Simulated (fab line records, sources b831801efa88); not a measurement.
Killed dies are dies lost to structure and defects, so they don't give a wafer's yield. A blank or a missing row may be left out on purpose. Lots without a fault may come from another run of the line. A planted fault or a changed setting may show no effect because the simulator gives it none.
fab line records | flow sky130
record lots=11 wafers=33 last_day=50
route steps=708 shown VIA1@473 METAL4@631 VIA4@650 PASSIVATION@693 PAD_OPEN@708
lots that met no fault: from a run of the same line without faults
start_h: hours from the record's first day to the start of the lot's first wafer shown | wait_h: hours since the lot's step before | " the same as in the row above | L1.1+2: a row that stands for several wafers | - no value, or no start given | * or withheld: withheld | < > ~ a bound
route shown NAME@n: a module of which the file shows steps, and the number in the route of the first | usual: mean/standard deviation of fault-free wafers | same: alike in all rows | chamber/n: place in a boat | sites: the reading at each site | _std_site: their standard deviation | _edge_site: outer sites' mean less inner sites' | radius_mm: how far each site lies from the wafer's centre | mask NAME#n: copy n | behind: the tool/chamber that last shaped the wafer | hold: why the lot was held/for how many hours/how that ended | device: the transistor (n, p or np) that didn't switch | end of line: the same wafers' tests at the end of the route | a step without rows: its recipe alone | killed: dies lost to structure and defects at the first sort, not the wafer's yield | map: a wafer's dies, x killed, . not, _ none there
set.NAME: the setting as run; set.NAME@STEP: as run at that earlier step | model.NAME: the simulator's own value behind a step, which no gauge read
steps of the route over a sample of lots; a table a step, a row a wafer
services: from which hour (start_h, from the record's first day; less than 0 if before it) a tool's chamber was out of use, for how many hours, and why
## steps
# step SKY_VIA1_ETCH_15
# recipe target=SiO2 chemistry=C4F8/O2/Ar target_depth_nm=351 stop_on=TiN mask_material=KrF-thick source_w=1500 bias_w=1200 pressure_mtorr=40 c4f8_flow_sccm=withheld O2_flow_sccm=6 Ar_flow_sccm=300 time_s=54
# usual chamber_pressure_mTorr=40.00/0.033 oes_product_au=0.981/0.0067
# columns lot.wafer tool chamber start_h wait_h chamber_pressure_mTorr oes_product_au rf_hours_counter_h
L891.3 rie_diel-04 0 792.20 0.0 40.01 0.989 14
L891.4 " 2 " " 39.98 0.991 6
L891.5 " 2 " " 40.02 0.979 -
L894.2 rie_diel-03 0 816.97 0.0 39.98 0.987 10
L894.3 " 1 " " 40.04 0.984 13
L894.5 " 0 " " 40.01 0.970 -
L895.1 rie_diel-03 2 831.52 0.0 40.01 0.983 1
L895.4 " 0 " " 40.03 0.982 11
L895.5 " 2 " " 39.99 0.968 -
L897.1 rie_diel-01 2 832.98 0.0 39.96 0.988 15
L897.4 " 0 " " 40.03 0.975 21
L897.5 " 1 " " 39.99 0.993 -
L896.1 rie_diel-01 1 834.07 0.0 39.98 0.976 27
L896.2 " 3 " " 39.99 0.987 6
L896.6 " 1 " " 39.99 0.982 -
L899.3 rie_diel-03 2 869.07 0.0 40.04 0.974 2
L899.4 " 3 " " 40.00 0.982 -
L899.6 " 2 " " 40.00 0.978 -
L903.4 rie_diel-01 2 885.97 0.0 40.05 0.988 17
L903.5 " 1 " " 39.98 0.979 -
L903.6 " 2 " " 39.93 0.991 -
L904.2 rie_diel-01 1 893.02 0.0 40.00 0.973 1
L904.4 " 3 " " 40.02 0.981 8
L904.6 " 1 " " 39.97 0.978 -
L906.2 rie_diel-01 3 917.83 0.0 39.99 0.980 9
L906.3 " 1 " " 40.03 0.979 2
L906.5 " 2 " " 39.98 0.984 -
L911.3 rie_diel-04 1 941.63 0.0 39.98 0.972 25
L911.4 " 2 " " 39.98 0.980 11
L911.6 " 0 " " 40.03 0.984 -
L912.1 rie_diel-04 3 956.80 0.0 39.98 0.987 13
L912.4 " 2 " " 40.00 0.981 12
L912.6 " 0 " " 40.00 0.994 -
# step SKY_METAL4_DESCUM_15
# recipe chemistry=O2 source_power_w=150 bias_power_w=0 pressure_mtorr=10 temp_c=40 time_s=8
# usual chamber_pressure_mTorr=10.000/0.01 drypump_motor_current_A=5.7/0.48 he_backside_leak_sccm=3.45/0.24 oes_product_au=0.994/0.011
# columns lot.wafer tool chamber start_h wait_h chamber_pressure_mTorr drypump_motor_current_A he_backside_leak_sccm oes_product_au rf_hours_counter_h
L891.3 rie_metal-03 0 979.70 0.0 10.023 5.7 3.00 1.001 -
L891.4 " 1 " " 9.980 5.4 3.29 0.984 -
L891.5 " 1 " " 10.002 5.4 3.49 0.989 -
L894.2 rie_metal-01 0 1002.24 0.0 9.988 5.1 3.67 0.996 19
L894.3 " 0 " " 9.994 5.1 3.59 0.994 -
L894.5 " 0 " " 10.001 5.1 3.65 0.997 -
L895.1 rie_metal-01 0 1016.17 0.0 10.005 5.1 3.74 0.987 20
L895.4 " 1 " " 9.990 6.2 3.75 0.983 -
L895.5 " 1 " " 9.998 6.3 3.81 0.980 -
L897.1 rie_metal-03 0 1017.67 0.0 10.008 5.7 3.34 1.015 10
L897.4 " 0 " " 10.000 5.8 3.19 1.006 -
L897.5 " 1 " " 10.002 5.5 3.59 0.995 -
L896.1 rie_metal-01 1 1019.00 0.0 10.001 6.2 3.67 0.984 15
L896.2 " 1 " " 9.983 6.3 3.74 0.986 -
L896.6 " 1 " " 10.003 6.3 3.64 0.985 -
L899.3 rie_metal-01 1 1047.20 0.0 9.999 6.3 3.71 0.979 -
L899.4 " 0 " " 9.999 5.1 3.35 0.991 -
L899.6 " 1 " " 9.998 6.3 3.79 0.986 -
L903.4 rie_metal-01 1 1063.89 0.0 9.985 6.3 3.87 0.987 -
L903.5 " 0 " " 10.004 5.1 3.48 0.992 -
L903.6 " 1 " " 9.996 6.2 3.95 0.995 -
L904.2 rie_metal-02 0 1067.98 0.0 10.012 5.4 3.41 0.991 13
L904.4 " 0 " " 9.988 5.4 3.52 0.971 -
L904.6 " 1 " " 10.006 6.5 3.33 1.013 -
L906.2 rie_metal-01 0 1089.15 0.0 10.007 5.1 3.65 0.987 24
L906.3 " 0 " " 10.015 5.1 3.55 0.993 -
L906.5 " 0 " " 9.994 5.1 3.69 0.983 -
L911.3 rie_metal-01 1 1109.14 0.0 10.006 6.2 3.68 0.976 -
L911.4 " 0 " " 9.982 5.1 3.75 0.992 -
L911.6 " 0 " " 10.010 5.1 3.41 0.991 -
L912.1 rie_metal-01 0 1122.35 0.0 10.005 5.1 3.48 0.993 27
L912.4 " 0 " " 10.003 5.1 3.54 0.989 -
L912.6 " 0 " " 10.007 5.1 3.47 0.996 -
# step SKY_VIA4_OVL_MEAS_11
# usual VIA4_OVL=-0.3/1.3
# columns lot.wafer tool chamber start_h wait_h VIA4_OVL[nm]
L891.3 overlay-01 - 1004.31 0.1 0.1
L891.4 " - " " -0.6
L891.5 " - " " 0.1
L894.2 overlay-02 - 1026.39 0.1 1.3
L894.3 " - " " -1.3
L894.5 " - " " 1.9
L895.1 overlay-01 - 1040.32 0.1 0.8
L895.4 " - " " -1.8
L895.5 " - " " -1.7
L897.1 overlay-02 - 1041.57 0.1 1.9
L897.4 " - " " 0.8
L897.5 " - " " -0.6
L896.1 overlay-02 - 1044.17 0.1 -0.4
L896.2 " - " " 0.9
L896.6 " - " " 1.7
L899.3 overlay-01 - 1070.01 0.1 0.2
L899.4 " - " " -0.4
L899.6 " - " " -0.8
L903.4 overlay-02 - 1086.61 0.1 -1.0
L903.5 " - " " -1.8
L903.6 " - " " -1.1
L904.2 overlay-02 - 1090.28 0.1 -1.6
L904.4 " - " " -1.1
L904.6 " - " " 0.2
L906.2 overlay-02 - 1110.59 0.1 -3.3
L906.3 " - " " -1.5
L906.5 " - " " -0.4
L911.3 overlay-01 - 1129.98 0.1 2.7
L911.4 " - " " -0.3
L911.6 " - " " 0.4
L912.1 overlay-01 - 1142.87 0.1 0.6
L912.4 " - " " -1.0
L912.6 " - " " 0.2
# step SKY_PASSIVATION_STRIP_12
# recipe chemistry=O2/N2 power_w=1400 pressure_mtorr=1500 platen_temp_c=withheld overash_fraction=0.7 o2_flow_sccm=3000 n2_flow_sccm=300
# usual chamber_pressure_mTorr=1500.2/1.5 drypump_motor_current_A=5.5/0.36 oes_product_au=0.661/0.0049 strip_time_to_endpoint_s=31.58/0.14
# columns lot.wafer tool chamber start_h wait_h chamber_pressure_mTorr drypump_motor_current_A oes_product_au rf_hours_counter_h strip_time_to_endpoint_s
L891.3 plasma_asher-01 0 1051.83 0.1 1502.0 5.8 0.666 - 31.57
L891.4 " 1 " " 1498.5 5.7 0.665 - 31.40
L891.5 " 1 " " 1499.9 5.6 0.658 - 31.37
L894.2 plasma_asher-01 0 1073.14 0.1 1499.1 5.8 0.662 95 31.73
L894.3 " 1 " " 1498.8 5.7 0.662 - 31.51
L894.5 " 0 " " 1499.3 5.8 0.663 - 31.49
L895.1 plasma_asher-01 1 1085.74 0.1 1499.6 5.7 0.662 97 31.29
L895.4 " 0 " " 1499.8 5.8 0.657 - 31.43
L895.5 " 0 " " 1499.0 5.8 0.648 - 31.48
L897.1 plasma_asher-01 1 1087.26 0.1 1500.1 5.6 0.653 97 31.54
L897.4 " 0 " " 1502.0 5.8 0.665 - 31.46
L897.5 " 1 " " 1499.9 5.6 0.673 - 31.70
L896.1 plasma_asher-02 0 1088.75 0.1 1497.7 5.2 0.665 27 31.61
L896.2 " 1 " " 1500.6 4.9 0.667 27 31.50
L896.6 " 0 " " 1499.5 5.2 0.663 - 31.44
L899.3 plasma_asher-03 1 1113.93 0.1 1501.1 6.2 0.659 - 31.63
L899.4 " 0 " " 1499.0 5.6 0.662 - 31.58
L899.6 " 0 " " 1498.1 5.6 0.659 - 31.78
L903.4 plasma_asher-02 1 1129.28 0.1 1501.1 5.0 0.666 - 31.80
L903.5 " 0 " " 1503.3 5.2 0.669 - 31.68
L903.6 " 1 " " 1499.9 5.0 0.668 - 31.68
L904.2 plasma_asher-01 1 1132.76 0.1 1500.4 5.6 0.666 101 31.76
L904.4 " 0 " " 1498.8 5.8 0.663 - 31.86
L904.6 " 1 " " 1500.0 5.7 0.658 - 31.63
L906.2 plasma_asher-01 1 1152.11 0.1 1500.5 5.6 0.659 103 31.69
L906.3 " 1 " " 1499.2 5.6 0.663 - 31.69
L906.5 " 0 " " 1500.0 5.8 0.664 - 31.64
L911.3 plasma_asher-01 0 1169.59 0.1 1501.6 5.8 0.661 - 31.34
L911.4 " 1 " " 1501.2 5.6 0.664 - 31.60
L911.6 " 0 " " 1498.3 5.8 0.652 - 31.46
L912.1 plasma_asher-01 0 1180.49 0.1 1502.2 5.8 0.662 106 31.68
L912.4 " 1 " " 1500.7 5.6 0.653 - 31.70
L912.6 " 1 " " 1499.9 5.6 0.658 - 31.72
# step SKY_PAD_OPEN_PROBE_99
# usual defect_limited_yield=82.3/2 killed_at_M0_to_M3=45/7.5 killed_at_M4_up=3.2/1.8 killed_at_contacts=24/4.9 killed_at_front_end=15/4.4 killed_at_other=0.3/0.54 killed_dies=87/9.8 killed_on_rim=17/4.2 killed_open=47/6.4 killed_short=40/6.5 sort_bin_3_pad_short=0.9/0.44 sort_bin_5_function=10.5/1.5 sort_bin_6_memory=6.3/1.2 sort_n_pass=405/9.8 sort_yield_pct=82.3/2
# same gross_dies=492 killed_at_back_side=0 sort_bin_4_leakage[%]=0 sort_bin_8_speed[%]=0
# columns lot.wafer tool chamber start_h wait_h defect_limited_yield[%] killed_at_M0_to_M3 killed_at_M4_up killed_at_contacts killed_at_front_end killed_at_other killed_dies killed_on_rim killed_open killed_short sort_bin_3_pad_short[%] sort_bin_5_function[%] sort_bin_6_memory[%] sort_n_pass sort_yield_pct[%]
L891.3 prober-02 - 1075.76 0.2 81.1 56 2 21 13 1 93 15 48 44 0.8 10.4 7.7 399 81.1
L891.4 prober-02 - 1075.81 0.2 81.9 51 2 22 11 3 89 19 48 38 0.2 10.0 7.9 403 81.9
L891.5 prober-02 - 1075.86 0.2 80.1 57 5 24 12 0 98 25 48 49 0.6 13.2 6.1 394 80.1
L894.2 prober-02 - 1096.70 0.1 82.7 45 6 20 14 0 85 18 47 38 1.0 11.0 5.3 407 82.7
L894.3 prober-02 - 1096.75 0.2 84.8 36 2 17 20 0 75 11 43 32 0.8 10.0 4.5 417 84.8
L894.5 prober-02 - 1096.85 0.2 78.3 47 4 28 28 0 107 10 60 47 0.8 10.4 10.6 385 78.3
L895.1 prober-01 - 1108.31 0.1 84.8 41 0 22 11 1 75 15 50 25 1.0 10.0 4.3 417 84.8
L895.4 prober-01 - 1108.46 0.2 83.5 45 5 22 9 0 81 16 48 33 0.6 10.2 5.7 411 83.5
L895.5 prober-01 - 1108.51 0.2 84.6 38 4 23 11 0 76 12 49 27 0.8 7.5 7.1 416 84.6
L897.1 prober-02 - 1110.17 0.1 80.9 39 2 35 18 0 94 15 46 48 0.6 11.2 7.3 398 80.9
L897.4 prober-02 - 1110.32 0.2 80.9 51 8 21 14 0 94 11 55 39 1.0 12.2 5.9 398 80.9
L897.5 prober-02 - 1110.37 0.2 83.1 48 2 21 12 0 83 14 52 31 0.8 9.6 6.5 409 83.1
L896.1 prober-01 - 1111.28 0.1 78.9 58 5 23 17 1 104 19 56 47 0.8 13.2 7.1 388 78.9
L896.2 prober-01 - 1111.33 0.1 82.1 44 3 20 19 2 88 15 41 46 1.0 12.2 4.7 404 82.1
L896.6 prober-01 - 1111.53 0.2 81.7 53 5 23 9 0 90 16 41 49 1.4 10.0 6.9 402 81.7
L899.3 prober-01 - 1135.61 0.2 84.6 32 4 31 9 0 76 15 40 36 0.8 10.4 4.3 416 84.6
L899.4 prober-01 - 1135.66 0.2 82.7 35 7 28 15 0 85 11 45 40 0.6 10.8 5.9 407 82.7
L899.6 prober-01 - 1135.76 0.2 79.3 50 4 33 15 0 102 18 59 42 1.0 13.0 6.7 390 79.3
L903.4 prober-01 - 1150.81 0.2 80.9 48 3 19 23 1 94 22 43 50 1.8 9.3 7.9 398 80.9
L903.5 prober-01 - 1150.86 0.2 81.9 44 5 23 17 0 89 16 47 41 1.2 11.2 5.7 403 81.9
L903.6 prober-01 - 1150.91 0.2 82.1 35 4 35 14 0 88 26 49 36 1.2 7.7 8.9 404 82.1
L904.2 prober-02 - 1153.69 0.1 76.2 79 3 24 11 0 117 17 49 28 1.6 16.7 5.5 375 76.2
L904.4 prober-02 - 1153.79 0.2 73.8 85 5 22 15 2 129 16 48 35 1.4 17.5 7.3 363 73.8
L904.6 prober-02 - 1153.89 0.2 73.2 84 7 27 14 0 132 27 61 33 2.4 19.1 5.3 360 73.2
L906.2 prober-02 - 1171.61 0.1 74.0 93 2 18 15 0 128 27 43 37 2.4 14.8 8.7 364 74.0
L906.3 prober-02 - 1171.66 0.2 72.8 95 4 20 14 1 134 27 48 46 2.6 18.7 5.9 358 72.8
L906.5 prober-02 - 1171.76 0.2 77.2 71 4 24 12 1 112 23 40 33 2.8 13.4 6.5 380 77.2
L911.3 prober-01 - 1189.29 0.2 86.6 32 2 23 9 0 66 13 46 20 0.2 7.1 6.1 426 86.6
L911.4 prober-01 - 1189.34 0.2 83.3 40 2 24 15 1 82 15 46 36 0.4 10.8 5.5 410 83.3
L911.6 prober-01 - 1189.44 0.2 81.1 52 2 23 16 0 93 21 49 44 1.2 10.4 7.3 399 81.1
L912.1 prober-01 - 1198.36 0.1 80.1 60 5 23 10 0 98 20 52 46 0.6 12.4 6.9 394 80.1
L912.4 prober-01 - 1198.51 0.2 84.8 43 2 19 10 1 75 15 30 45 1.8 7.9 5.5 417 84.8
L912.6 prober-01 - 1198.61 0.2 83.5 48 3 19 11 0 81 19 38 43 1.8 8.7 5.9 411 83.5
# killed by level:class
L891.3 VIA1:geometric_particle:open=11 METAL1:geometric_particle:short=10 VIA2:geometric_particle:open=9 CONTACT:geometric_particle:open=8 VIA3:geometric_particle:open=7 METAL2:geometric_particle:short=7 FIELD_ISO:geometric_particle:short=6 LI_CONTACT:geometric_particle:open=5
L891.4 VIA1:geometric_particle:open=13 LI_CONTACT:geometric_particle:open=6 CONTACT:geometric_particle:open=6 METAL1:geometric_particle:short=6 VIA2:geometric_particle:open=6 METAL2:geometric_particle:short=5 LOCAL_INTERCONNECT:geometric_particle:short=5 VIA3:geometric_particle:open=5
L891.5 VIA1:geometric_particle:open=15 CONTACT:geometric_particle:open=9 VIA1:geometric_particle:short=8 VIA2:geometric_particle:open=7 METAL3:geometric_particle:short=6 LOCAL_INTERCONNECT:geometric_particle:short=6 LI_CONTACT:geometric_particle:open=5 FIELD_ISO:geometric_particle:short=4
L894.2 VIA1:geometric_particle:open=14 VIA2:geometric_particle:open=8 LI_CONTACT:geometric_particle:open=7 FIELD_ISO:geometric_particle:short=5 VIA1:geometric_particle:short=5 CONTACT:geometric_particle:open=4 CONTACT:geometric_particle:short=4 METAL3:geometric_particle:short=4
L894.3 VIA1:geometric_particle:open=12 CONTACT:geometric_particle:open=6 VIA3:geometric_particle:open=6 FIELD_ISO:geometric_particle:short=5 POLY_GATE:geometric_particle:short=5 LI_CONTACT:geometric_particle:open=4 CONTACT:geometric_particle:short=4 VIA2:geometric_particle:open=4
L894.5 POLY_GATE:geometric_particle:open=9 CONTACT:geometric_particle:open=9 VIA1:geometric_particle:open=8 FIELD_ISO:geometric_particle:open=7 VIA1:geometric_particle:short=6 METAL1:geometric_particle:short=6 VIA2:geometric_particle:open=6 LI_CONTACT:geometric_particle:open=5
L895.1 VIA1:geometric_particle:open=15 CONTACT:geometric_particle:open=13 LI_CONTACT:geometric_particle:open=7 VIA1:geometric_particle:short=5 METAL2:geometric_particle:short=4 SPACER:geometric_particle:open=3 METAL2:geometric_particle:open=3 VIA2:geometric_particle:short=3
L895.4 VIA1:geometric_particle:open=11 LI_CONTACT:geometric_particle:open=9 VIA2:geometric_particle:open=8 CONTACT:geometric_particle:open=7 METAL1:geometric_particle:short=5 METAL2:geometric_particle:open=5 METAL4:geometric_particle:short=5 POLY_GATE:geometric_particle:short=4
L895.5 VIA1:geometric_particle:open=14 CONTACT:geometric_particle:open=10 LI_CONTACT:geometric_particle:open=5 CONTACT:geometric_particle:short=5 VIA2:geometric_particle:open=5 METAL2:geometric_particle:short=4 VIA3:geometric_particle:open=4 METAL4:geometric_particle:short=3
L897.1 CONTACT:geometric_particle:open=13 LOCAL_INTERCONNECT:geometric_particle:short=9 LI_CONTACT:geometric_particle:open=8 VIA1:geometric_particle:open=8 VIA1:geometric_particle:short=8 VIA3:geometric_particle:open=7 FIELD_ISO:geometric_particle:short=6 POLY_GATE:geometric_particle:open=4
L897.4 VIA3:geometric_particle:open=11 CONTACT:geometric_particle:open=11 VIA1:geometric_particle:open=9 FIELD_ISO:geometric_particle:short=6 LI_CONTACT:geometric_particle:open=6 VIA2:geometric_particle:short=6 METAL1:geometric_particle:short=6 VIA2:geometric_particle:open=6
L897.5 LI_CONTACT:geometric_particle:open=10 VIA3:geometric_particle:open=9 VIA2:geometric_particle:open=8 VIA1:geometric_particle:open=7 METAL2:geometric_particle:short=6 CONTACT:geometric_particle:open=6 VIA1:geometric_particle:short=4 METAL2:geometric_particle:open=4
L896.1 VIA1:geometric_particle:open=14 CONTACT:geometric_particle:open=10 VIA2:geometric_particle:open=9 FIELD_ISO:geometric_particle:open=7 METAL1:geometric_particle:short=7 VIA3:geometric_particle:open=7 POLY_GATE:geometric_particle:short=6 METAL2:geometric_particle:short=6
L896.2 VIA1:geometric_particle:open=11 METAL2:geometric_particle:short=10 CONTACT:geometric_particle:open=9 FIELD_ISO:geometric_particle:short=6 LOCAL_INTERCONNECT:geometric_particle:short=6 POLY_GATE:geometric_particle:short=5 VIA2:geometric_particle:open=5 POLY_GATE:geometric_particle:open=4
L896.6 VIA1:geometric_particle:open=13 CONTACT:geometric_particle:short=8 LI_CONTACT:geometric_particle:short=7 VIA1:geometric_particle:short=7 VIA2:geometric_particle:open=6 METAL1:geometric_particle:short=6 METAL2:geometric_particle:short=6 VIA3:geometric_particle:open=5
L899.3 LI_CONTACT:geometric_particle:short=9 LI_CONTACT:geometric_particle:open=7 CONTACT:geometric_particle:open=7 LOCAL_INTERCONNECT:geometric_particle:short=6 VIA2:geometric_particle:open=6 VIA3:geometric_particle:open=6 VIA1:geometric_particle:short=5 VIA1:geometric_particle:open=5
L899.4 LI_CONTACT:geometric_particle:open=8 CONTACT:geometric_particle:open=7 VIA2:geometric_particle:open=7 VIA1:geometric_particle:open=6 VIA3:geometric_particle:short=6 LOCAL_INTERCONNECT:geometric_particle:short=5 FIELD_ISO:geometric_particle:open=4 METAL3:geometric_particle:short=4
L899.6 LI_CONTACT:geometric_particle:open=12 VIA1:geometric_particle:open=11 LOCAL_INTERCONNECT:geometric_particle:short=7 CONTACT:geometric_particle:open=7 VIA2:geometric_particle:open=7 VIA3:geometric_particle:open=7 VIA1:geometric_particle:short=6 FIELD_ISO:geometric_particle:short=5
L903.4 FIELD_ISO:geometric_particle:short=10 VIA1:geometric_particle:open=10 VIA2:geometric_particle:open=9 LI_CONTACT:geometric_particle:open=7 METAL2:geometric_particle:short=7 CONTACT:geometric_particle:open=6 POLY_GATE:geometric_particle:short=5 METAL1:geometric_particle:short=5
L903.5 VIA1:geometric_particle:open=12 VIA2:geometric_particle:open=11 CONTACT:geometric_particle:open=9 METAL1:geometric_particle:short=6 FIELD_ISO:geometric_particle:short=5 CONTACT:geometric_particle:short=5 METAL2:geometric_particle:short=5 METAL4:geometric_particle:short=5
L903.6 CONTACT:geometric_particle:open=16 VIA2:geometric_particle:open=8 CONTACT:geometric_particle:short=7 VIA1:geometric_particle:open=7 LI_CONTACT:geometric_particle:open=6 METAL1:geometric_particle:short=6 FIELD_ISO:geometric_particle:open=4 FIELD_ISO:geometric_particle:short=4
L904.2 VIA1:unspecified=39 LI_CONTACT:geometric_particle:open=11 VIA1:geometric_particle:open=10 CONTACT:geometric_particle:open=7 METAL1:geometric_particle:short=5 VIA3:geometric_particle:open=5 METAL1:geometric_particle:open=4 METAL2:geometric_particle:short=4
L904.4 VIA1:unspecified=45 VIA3:geometric_particle:open=9 CONTACT:geometric_particle:open=8 POLY_GATE:geometric_particle:open=6 VIA1:geometric_particle:open=6 LOCAL_INTERCONNECT:geometric_particle:short=5 VIA2:geometric_particle:open=5 LI_CONTACT:geometric_particle:open=4
L904.6 VIA1:unspecified=38 VIA1:geometric_particle:open=14 VIA2:geometric_particle:open=11 CONTACT:geometric_particle:open=10 FIELD_ISO:geometric_particle:open=7 LI_CONTACT:geometric_particle:open=6 METAL4:geometric_particle:short=5 FIELD_ISO:geometric_particle:short=3
L906.2 VIA1:unspecified=47 VIA1:geometric_particle:open=16 VIA1:geometric_particle:short=7 CONTACT:geometric_particle:short=6 VIA2:geometric_particle:open=5 FIELD_ISO:geometric_particle:short=4 FIELD_ISO:geometric_particle:open=4 POLY_GATE:geometric_particle:short=4
L906.3 VIA1:unspecified=40 VIA1:geometric_particle:open=13 VIA2:geometric_particle:open=10 LOCAL_INTERCONNECT:geometric_particle:short=7 CONTACT:geometric_particle:open=6 METAL1:geometric_particle:short=6 VIA3:geometric_particle:open=5 FIELD_ISO:geometric_particle:short=4
L906.5 VIA1:unspecified=39 CONTACT:geometric_particle:open=11 VIA3:geometric_particle:open=7 LI_CONTACT:geometric_particle:open=5 LOCAL_INTERCONNECT:geometric_particle:short=5 VIA1:geometric_particle:open=5 METAL2:geometric_particle:short=5 METAL1:geometric_particle:short=4
L911.3 CONTACT:geometric_particle:open=10 VIA1:geometric_particle:open=9 VIA2:geometric_particle:open=6 LI_CONTACT:geometric_particle:open=5 CONTACT:geometric_particle:short=5 POLY_GATE:geometric_particle:open=4 VIA1:geometric_particle:short=4 FIELD_ISO:geometric_particle:open=3
L911.4 VIA1:geometric_particle:open=10 CONTACT:geometric_particle:short=8 CONTACT:geometric_particle:open=6 VIA2:geometric_particle:open=6 LOCAL_INTERCONNECT:geometric_particle:short=5 VIA3:geometric_particle:open=5 FIELD_ISO:geometric_particle:open=4 FIELD_ISO:geometric_particle:short=4
L911.6 VIA1:geometric_particle:open=12 VIA1:geometric_particle:short=9 VIA3:geometric_particle:open=8 VIA2:geometric_particle:open=7 LI_CONTACT:geometric_particle:open=6 METAL2:geometric_particle:short=5 METAL1:geometric_particle:short=5 POLY_GATE:geometric_particle:open=4
L912.1 METAL2:geometric_particle:short=10 VIA2:geometric_particle:open=10 CONTACT:geometric_particle:open=9 VIA1:geometric_particle:open=9 VIA3:geometric_particle:open=9 LI_CONTACT:geometric_particle:open=8 VIA1:geometric_particle:short=7 METAL3:geometric_particle:short=6
L912.4 LI_CONTACT:geometric_particle:open=7 VIA1:geometric_particle:short=7 CONTACT:geometric_particle:open=7 VIA1:geometric_particle:open=7 VIA2:geometric_particle:short=7 FIELD_ISO:geometric_particle:short=6 METAL2:geometric_particle:short=5 CONTACT:geometric_particle:short=4
L912.6 VIA2:geometric_particle:open=9 METAL2:geometric_particle:short=7 CONTACT:geometric_particle:open=7 LI_CONTACT:geometric_particle:open=5 METAL1:geometric_particle:short=5 VIA1:geometric_particle:short=5 VIA1:geometric_particle:open=5 CONTACT:geometric_particle:short=4
## services
# columns tool chamber start_h hours kind
rie_diel-04 0 775.09 14.6 repair
rie_diel-04 - 775.55 1.8 repair
rie_diel-04 3 808.71 11.8 repair
plasma_asher-01 - 813.14 0.8 repair
rie_diel-01 2 833.96 5.1 repair
rie_diel-03 1 846.47 28.8 repair
rie_diel-04 - 853.74 2.8 pm
rie_diel-04 1 858.87 8.6 repair
rie_diel-04 - 903.56 0.3 repair
rie_diel-04 3 905.98 3.3 repair
rie_diel-03 1 932.65 6.0 repair
rie_diel-03 2 933.98 1.2 repair
rie_metal-01 0 962.68 7.9 repair
plasma_asher-01 - 964.50 1.1 repair
rie_diel-03 0 974.73 5.9 repair
rie_diel-04 0 984.32 9.4 repair
rie_metal-01 - 1003.06 2.8 pm
rie_diel-04 3 1008.17 2.9 repair
rie_metal-01 0 1017.56 19.1 repair
rie_diel-01 - 1021.75 2.8 pm
rie_diel-04 1 1028.47 16.6 repair
rie_diel-01 2 1049.82 7.2 repair
rie_diel-01 0 1119.67 5.4 repair
plasma_asher-01 - 1140.98 2.8 pm
## key
first_sign step=SKY_PAD_OPEN_PROBE_99 reading=killed_at_M0_to_M3 direction=up sigmas=5.3 usual=45 struck=84
effect step=SKY_PAD_OPEN_PROBE_99 reading=sort_bin_5_function direction=up sigmas=4.2 usual=10.5 struck=16.7
met_at SKY_VIA1_ETCH_15
struck_lots L904,L906
not_acting_at SKY_METAL4_DESCUM_15,SKY_VIA4_OVL_MEAS_11,SKY_PASSIVATION_STRIP_12
onset_between 885.97 893.02
fault kind=chamber_particle_source tool=rie_diel-01 chamber=- onset_h=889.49 steps=SKY_VIA1_ETCH_15 rate_per_visit_cm2=0.75547 end_h=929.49
